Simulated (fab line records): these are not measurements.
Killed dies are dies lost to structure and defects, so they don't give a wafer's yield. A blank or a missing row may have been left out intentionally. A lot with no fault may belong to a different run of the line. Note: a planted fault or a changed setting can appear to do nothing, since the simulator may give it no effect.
Matching of chambers    flow sky130    4 sister chambers for SKY_VIA1_ETCH_15 on rie-diel-03
The step etches SiO2 in C4F8/O2/Ar, stops on TiN, target depth 351 nm, time 54 s. 18 wafers are shown with their chamber, then 9 later ones without.

WAFERS WITH THEIR CHAMBER
wafer   chamber  oes-product-au (a.u.)  bias-w (W)
L074.1  1        0.986                  1200
L074.3  0        0.982                  1208
L074.6  1        0.994                  1199
L076.1  2        0.987                  1204
L076.4  0        0.994                  1209
L076.6  1        0.987                  1201
L077.4  1        0.988                  1201
L077.5  0        0.988                  1198
L077.6  1        0.993                  1199
L078.1  1        0.989                  1201
L078.3  0        0.989                  1199
L078.6  3        0.979                  1198
L079.1  2        0.985                  1204
L079.3  0        0.987                  1200
L079.5  0        0.987                  1196
L081.3  0        0.990                  1198
L081.4  2        0.988                  1197
L081.5  0        0.987                  1197

SIGNATURES (means of the wafers above)
reading         chamber 0  chamber 1  chamber 2  chamber 3  scatter within a chamber
oes-product-au  0.98800    0.98950    0.98667    0.97900    0.00314
bias-w          1200.62    1200.17    1201.67    1198.00    3.9
Rule: for each reading, subtract the chamber's mean from the wafer's reading, divide by that reading's scatter and square the result; add these up over the readings and take the root, which gives the wafer's distance from the chamber. If the next closest chamber is less than 2 further off than the closest, the wafer can't be placed; otherwise it belongs to the closest. The scatter: take each reading less its chamber's mean, square it, sum over the shown wafers, divide by the number of wafers less the number of chambers, and take the root.

WAFERS MISSING THEIR CHAMBER
wafer   oes-product-au (a.u.)  bias-w (W)
L087.1  0.974                  1195
L087.3  0.989                  1199
L087.4  0.987                  1204
L089.1  0.981                  1203
L089.2  0.983                  1199
L089.4  0.983                  1194
L096.2  0.985                  1204
L096.4  0.981                  1205
L096.6  0.977                  1202

THE CHAMBER EACH PASSED THROUGH
wafer   from the rows above                in truth
L087.1  3                                  3
L087.3  can't be placed: 1 or 0 or 2       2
L087.4  can't be placed: 2 or 0 or 1       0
L089.1  can't be placed: 3 or 2 or 0 or 1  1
L089.2  can't be placed: 3 or 2 or 0 or 1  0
L089.4  can't be placed: 3 or 2 or 0 or 1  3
L096.2  can't be placed: 2 or 0 or 1 or 3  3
L096.4  can't be placed: 3 or 2 or 0 or 1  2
L096.6  can't be placed: 3 or 2            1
Placed correctly: 1 of 9. Unplaceable from these rows: 8, with the true chamber sitting among the candidates in 7. 0 placed wrongly.
